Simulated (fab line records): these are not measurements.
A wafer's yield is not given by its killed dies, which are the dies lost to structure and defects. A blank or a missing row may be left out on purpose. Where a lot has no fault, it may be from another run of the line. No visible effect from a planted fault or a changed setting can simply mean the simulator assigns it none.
Matching of chambers :: flow gf180mcu :: GF_STI_CMP_25 on cmp-02 has 4 sister chambers
The step polishes, stops on Si3N4, t overpolish 33 s, target thk 524.6 nm. 27 wafers are shown with their chamber, then 12 later ones without.

== WAFERS PAIRED WITH THEIR CHAMBERS ==
wafer: L074.3
chamber: 2
motor_current_A (A): 12.5
time_to_endpoint_s (s): 119
overpolish_run_s (s): 32.996

wafer: L074.5
chamber: 2
motor_current_A (A): 12.8
time_to_endpoint_s (s): 121
overpolish_run_s (s): 33.007

wafer: L074.6
chamber: 1
motor_current_A (A): 12.5
time_to_endpoint_s (s): 115
overpolish_run_s (s): 32.998

wafer: L075.1
chamber: 0
motor_current_A (A): 10.1
time_to_endpoint_s (s): 120
overpolish_run_s (s): 33.005

wafer: L075.2
chamber: 2
motor_current_A (A): 12.0
time_to_endpoint_s (s): 118
overpolish_run_s (s): 32.995

wafer: L075.5
chamber: 3
motor_current_A (A): 10.6
time_to_endpoint_s (s): 125
overpolish_run_s (s): 32.988

wafer: L077.1
chamber: 3
motor_current_A (A): 10.7
time_to_endpoint_s (s): 130
overpolish_run_s (s): 32.995

wafer: L077.3
chamber: 2
motor_current_A (A): 12.3
time_to_endpoint_s (s): 125
overpolish_run_s (s): 33.021

wafer: L077.5
chamber: 0
motor_current_A (A): 11.1
time_to_endpoint_s (s): 124
overpolish_run_s (s): 33.006

wafer: L080.2
chamber: 0
motor_current_A (A): 10.7
time_to_endpoint_s (s): 127
overpolish_run_s (s): 33.002

wafer: L080.5
chamber: 3
motor_current_A (A): 10.6
time_to_endpoint_s (s): 135
overpolish_run_s (s): 33.001

wafer: L080.6
chamber: 0
motor_current_A (A): 11.0
time_to_endpoint_s (s): 129
overpolish_run_s (s): 33.004

wafer: L082.1
chamber: 3
motor_current_A (A): 10.6
time_to_endpoint_s (s): 129
overpolish_run_s (s): 32.973

wafer: L082.3
chamber: 1
motor_current_A (A): 11.8
time_to_endpoint_s (s): 127
overpolish_run_s (s): 33.002

wafer: L082.6
chamber: 2
motor_current_A (A): 12.3
time_to_endpoint_s (s): 124
overpolish_run_s (s): 33.001

wafer: L084.4
chamber: 3
motor_current_A (A): 10.5
time_to_endpoint_s (s): 124
overpolish_run_s (s): 32.991

wafer: L084.5
chamber: 0
motor_current_A (A): 10.6
time_to_endpoint_s (s): 121
overpolish_run_s (s): 32.993

wafer: L084.6
chamber: 1
motor_current_A (A): 12.2
time_to_endpoint_s (s): 116
overpolish_run_s (s): 32.996

wafer: L087.1
chamber: 2
motor_current_A (A): 11.6
time_to_endpoint_s (s): 122
overpolish_run_s (s): 32.984

wafer: L087.3
chamber: 1
motor_current_A (A): 11.9
time_to_endpoint_s (s): 125
overpolish_run_s (s): 33.008

wafer: L087.6
chamber: 3
motor_current_A (A): 10.2
time_to_endpoint_s (s): 124
overpolish_run_s (s): 33.019

wafer: L090.2
chamber: 0
motor_current_A (A): 10.5
time_to_endpoint_s (s): 131
overpolish_run_s (s): 32.991

wafer: L090.3
chamber: 2
motor_current_A (A): 12.3
time_to_endpoint_s (s): 127
overpolish_run_s (s): 33.005

wafer: L090.6
chamber: 0
motor_current_A (A): 11.1
time_to_endpoint_s (s): 129
overpolish_run_s (s): 33.006

wafer: L091.3
chamber: 3
motor_current_A (A): 10.9
time_to_endpoint_s (s): 136
overpolish_run_s (s): 32.997

wafer: L091.5
chamber: 1
motor_current_A (A): 12.9
time_to_endpoint_s (s): 129
overpolish_run_s (s): 33.004

wafer: L091.6
chamber: 2
motor_current_A (A): 12.6
time_to_endpoint_s (s): 129
overpolish_run_s (s): 32.993

SIGNATURES, as means of the wafers listed above
reading: motor_current_A
chamber 0: 10.729
chamber 1: 12.260
chamber 2: 12.300
chamber 3: 10.586
scatter within a chamber: 0.352

reading: time_to_endpoint_s
chamber 0: 125.86
chamber 1: 122.40
chamber 2: 123.12
chamber 3: 129.00
scatter within a chamber: 4.8

reading: overpolish_run_s
chamber 0: 33.00100
chamber 1: 33.00160
chamber 2: 33.00025
chamber 3: 32.99486
scatter within a chamber: 0.0101
Rule: distance of a wafer from a chamber = root of the sum over the readings of ((wafer's reading minus chamber's mean) / reading's scatter) squared. If the next closest chamber is less than 2 further off than the closest, the wafer can't be placed; otherwise it belongs to the closest. The scatter: the root of (the sum of the squares of (reading less its chamber's mean) over the shown wafers, divided by (wafers less chambers)).

== WAFERS WHOSE CHAMBER IS MISSING ==
wafer: L094.1
motor_current_A (A): 12.4
time_to_endpoint_s (s): 127
overpolish_run_s (s): 33.011

wafer: L094.2
motor_current_A (A): 12.6
time_to_endpoint_s (s): 128
overpolish_run_s (s): 33.003

wafer: L094.4
motor_current_A (A): 10.9
time_to_endpoint_s (s): 133
overpolish_run_s (s): 33.022

wafer: L095.1
motor_current_A (A): 12.2
time_to_endpoint_s (s): 130
overpolish_run_s (s): 32.986

wafer: L095.4
motor_current_A (A): 11.2
time_to_endpoint_s (s): 132
overpolish_run_s (s): 32.991

wafer: L095.5
motor_current_A (A): 11.9
time_to_endpoint_s (s): 126
overpolish_run_s (s): 32.997

wafer: L096.2
motor_current_A (A): 11.0
time_to_endpoint_s (s): 127
overpolish_run_s (s): 33.005

wafer: L096.4
motor_current_A (A): 12.9
time_to_endpoint_s (s): 125
overpolish_run_s (s): 33.004

wafer: L096.5
motor_current_A (A): 12.3
time_to_endpoint_s (s): 129
overpolish_run_s (s): 32.991

wafer: L097.1
motor_current_A (A): 12.5
time_to_endpoint_s (s): 127
overpolish_run_s (s): 33.002

wafer: L097.2
motor_current_A (A): 12.6
time_to_endpoint_s (s): 127
overpolish_run_s (s): 33.008

wafer: L097.3
motor_current_A (A): 11.1
time_to_endpoint_s (s): 128
overpolish_run_s (s): 32.997

== CHAMBER TAKEN BY EACH ==
wafer: L094.1
from the rows above: can't be placed: 2 or 1
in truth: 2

wafer: L094.2
from the rows above: can't be placed: 2 or 1
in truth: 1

wafer: L094.4
from the rows above: can't be placed: 0 or 3
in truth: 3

wafer: L095.1
from the rows above: can't be placed: 2 or 1
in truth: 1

wafer: L095.4
from the rows above: can't be placed: 3 or 0 or 2 or 1
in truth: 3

wafer: L095.5
from the rows above: can't be placed: 2 or 1
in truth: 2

wafer: L096.2
from the rows above: can't be placed: 0 or 3
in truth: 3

wafer: L096.4
from the rows above: can't be placed: 2 or 1
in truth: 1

wafer: L096.5
from the rows above: can't be placed: 2 or 1
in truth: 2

wafer: L097.1
from the rows above: can't be placed: 2 or 1
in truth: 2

wafer: L097.2
from the rows above: can't be placed: 2 or 1
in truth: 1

wafer: L097.3
from the rows above: can't be placed: 0 or 3
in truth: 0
Correct placement for 0 of the 12. From these rows, 12 cannot be placed; in 12 the true chamber is one of the candidates. Number placed wrongly: 0.
